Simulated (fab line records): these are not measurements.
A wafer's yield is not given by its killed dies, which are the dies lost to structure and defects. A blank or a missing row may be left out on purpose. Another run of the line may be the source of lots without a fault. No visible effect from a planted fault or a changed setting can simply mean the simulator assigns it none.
8D (eight disciplines) problem report, filled in by code / flow gf180mcu / the parts of the form that need people (team, actions taken, sign-off) are left out

1. THE ISSUE
beam-energy-keV at GF_HV_LDD_IMPLANT_35 reads a mean of 62.104 on 6 wafers of 2 lots; wafers without a fault read 60.003 with a standard deviation of 0.018. That is +99 or more standard deviations from the usual mean.
Earliest sighting: wafer L347.2 on implanter-01 at day 15 16:48. The record has a number at this step for 42 wafers belonging to 14 lots. The rule behind "out" and "out of limits": a value lying over 4 standard deviations away from the usual mean. The rest of the wafers with a number are treated as sound.

2. WHAT IT IS, AND WHAT IT ISN'T
question=which readings at this step | is=beam-energy-keV | is not=-
question=which lots | is=L347, L348 | is not=L335, L336, L337, L338, L339, L340, L351, L354, L355, L356, L357, L358
question=which wafers of those lots | is=all that have a number | is not=-
question=read on which tools | is=implanter-01 | is not=implanter-02, implanter-04
question=when | is=from day 15 16:48 | is not=up to then (18 sound wafers); but 18 sound wafers of L351, L354, L355, L356, L357, L358 came after

3. WHAT RULES OUT EACH SUSPECT
Counting: a tool at a process step up to the reading stays a suspect if it ran every lot that is out and no sound lot after the first of them.
- implanter-01 at GF_HV_LDD_IMPLANT_35: ruled out as a lasting fault. Sound lots L356, L357 ran on it after its first lot that is out, L347 (day 15 16:48).
Left after counting: nothing in the record.

4. THE CAUSE (what the simulator had put in)
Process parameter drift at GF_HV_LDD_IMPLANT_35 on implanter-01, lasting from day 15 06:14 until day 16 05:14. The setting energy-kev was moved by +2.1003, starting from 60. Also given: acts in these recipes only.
Counting ruled it out, wrongly.

5. SEQUENCE OF EFFECTS, ordered by route
Each row: a reading where the mean over the struck wafers with a number is more than 3 standard deviations away from the usual. Only readings whose record carries a usual standard deviation are examined. hours: median over the lots of the time between each lot's start at the first step of this table that gives one and its start at this step. sigmas: the change, counted in usual standard deviations.
hours=0; step=GF_HV_LDD_IMPLANT_35; reading=beam-energy-keV; usual=60.003; on struck wafers=62.104; change=+2.101; sigmas=+99 or more
Here are the process steps it includes:
- GF_HV_LDD_IMPLANT_35
Later steps that measure or inspect, where all struck wafers having a row at the step show a number for every such reading and not one has moved that far: GF_HV_LDD_OVL_MEAS_47.

6. WHAT WOULD HAVE CAUGHT IT SOONER
In this record the first reading out of limits was taken at day 15 16:48, 11 hours after the fault began at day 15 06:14.
